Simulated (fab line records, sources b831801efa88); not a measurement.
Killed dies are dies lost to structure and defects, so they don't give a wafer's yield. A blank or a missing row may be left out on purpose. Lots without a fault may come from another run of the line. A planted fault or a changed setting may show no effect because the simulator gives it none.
Which tool did it? | flow sky130 | 6 lots, 18 wafers sampled, at 1 step of a route of 708

WHAT THE GAUGES READ, wafer by wafer
SKY_SONOS_ONO_CD_MEAS_13: target cd 410 nm.
lot  | measured     | on        | cd_nm (nm)
L434 | day 12 18:13 | cd_sem-01 | 411.4 408.9 410.4
L437 | day 14 04:39 | cd_sem-02 | 408.2 408.5 407.1
L440 | day 14 21:49 | cd_sem-01 | 411.8 412.1 414.0
L443 | day 16 03:52 | cd_sem-02 | 411.7 415.2 411.3
L445 | day 16 18:59 | cd_sem-01 | 412.2 412.1 409.4
L450 | day 19 12:49 | cd_sem-02 | 408.1 407.5 406.8

WHICH TOOL RAN EACH LOT (tool, then ch and the chambers of the sampled wafers, then the start)
The record holds no process step before these readings.

THE ANSWER, worked out from the rows above alone
Rule: what is usual is taken from the lots themselves. Put in order of their means at a reading, lots are off if they are a third of the lots or fewer, leave a main group of 4 or more, and stand apart from it by a gap of 3 or more times the standard deviation of the main group's means; of several such gaps the widest counts. A main group whose means are all the same, to the digits that the tables above print for the reading, isn't used. A lot without any number at a reading at which 4 lots or more have one is off too. The other lots that the step has rows for count as sound.
No lot is off at any reading shown: from this, nothing can be told.

WHAT THE SIMULATOR HAD PUT IN
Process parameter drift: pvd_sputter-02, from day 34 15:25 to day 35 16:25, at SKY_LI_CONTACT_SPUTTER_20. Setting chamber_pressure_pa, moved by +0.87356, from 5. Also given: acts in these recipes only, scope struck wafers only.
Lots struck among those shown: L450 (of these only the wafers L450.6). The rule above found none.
